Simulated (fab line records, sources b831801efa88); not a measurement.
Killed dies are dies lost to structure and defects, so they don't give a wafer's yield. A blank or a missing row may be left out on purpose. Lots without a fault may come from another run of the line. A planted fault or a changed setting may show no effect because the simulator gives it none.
Problem report in the 8D (eight disciplines) form, filled by code | flow sky130 | the parts of the form that need people (team, actions taken, sign-off) are left out

1. THE PROBLEM
oes_product_au at SKY_VIA3_ETCH_15 reads a mean of 0.902 a.u. on 6 wafers of 2 lots; wafers without a fault read 0.946 a.u. with a standard deviation of 0.0049. That is -8.9 standard deviations from the usual mean.
The step: etches SiO2 in C4F8/O2/Ar, stops on TiN, target depth 507 nm, time 78 s.
First seen on wafer L918.3, day 43 03:28, on rie_diel-02. The record holds 36 wafers of 12 lots with a number at this step. Rule for "out", or "out of limits": more than 4 standard deviations from the usual mean. The other wafers with a number count as sound.

2. WHAT IT IS AND WHAT IT IS NOT
question                    | is                       | is not
which readings at this step | oes_product_au           | -
which lots                  | L918, L919               | L907, L908, L910, L911, L913, L914, L915, L916, L917, L920
which wafers of those lots  | all that have a number   | -
read on which tools         | rie_diel-02, rie_diel-03 | rie_diel-04
when                        | from day 43 03:28        | up to then (27 sound wafers); but 3 sound wafers of L920 came after

3. SUSPECTS, AND WHAT RULES EACH OUT
Counting: a tool at a process step up to the reading stays a suspect if it ran every lot that is out and no sound lot after the first of them.
- cmp-01 at SKY_VIA3_CMP_02 (polishes SiO2): kept. It ran every lot that is out, first L918 (day 42 03:28), and no sound lot after that; its last sound lot up to then is L917 (day 42 01:24).
Left after counting: cmp-01 at SKY_VIA3_CMP_02.

4. THE CAUSE (what the simulator had put in)
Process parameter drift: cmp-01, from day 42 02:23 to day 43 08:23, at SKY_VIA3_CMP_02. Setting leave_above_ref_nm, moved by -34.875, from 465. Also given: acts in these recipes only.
Counting left only this tool.

5. THE CHAIN OF EFFECTS, in route order
Each row: a reading whose mean over the struck wafers that have a number lies more than 3 standard deviations from the usual. Only readings for which the record gives a usual standard deviation are gone through. hours: the time from each lot's start at the first step in this table that gives one to its start at this step, as a median over the lots. sigmas: the change in usual standard deviations.
hours | step             | reading        | usual      | on struck wafers | change | sigmas
0     | SKY_VIA3_ETCH_15 | oes_product_au | 0.946 a.u. | 0.902            | -0.044 | -8.9
The process steps in it:
- SKY_VIA3_ETCH_15: etches SiO2 in C4F8/O2/Ar, stops on TiN, target depth 507 nm, time 78 s.
Later measuring or inspecting steps at which every struck wafer that the step has a row for has a number for every such reading, and none has moved that far: SKY_VIA3_RS_MEAS_22.

6. WHAT WOULD HAVE CAUGHT IT SOONER
In this record the first reading out of limits was taken at day 43 03:28, 25 hours after the fault began at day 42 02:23.
Of the tool readings at SKY_VIA3_CMP_02 for which the record gives a usual standard deviation, none was out on any struck wafer, so an alarm limit of 4 standard deviations on them would not have fired.
All the lots that are out (2) had begun SKY_VIA3_CMP_02 on cmp-01 by day 43 03:28. A hold on the tool at that time would have spared none of them.
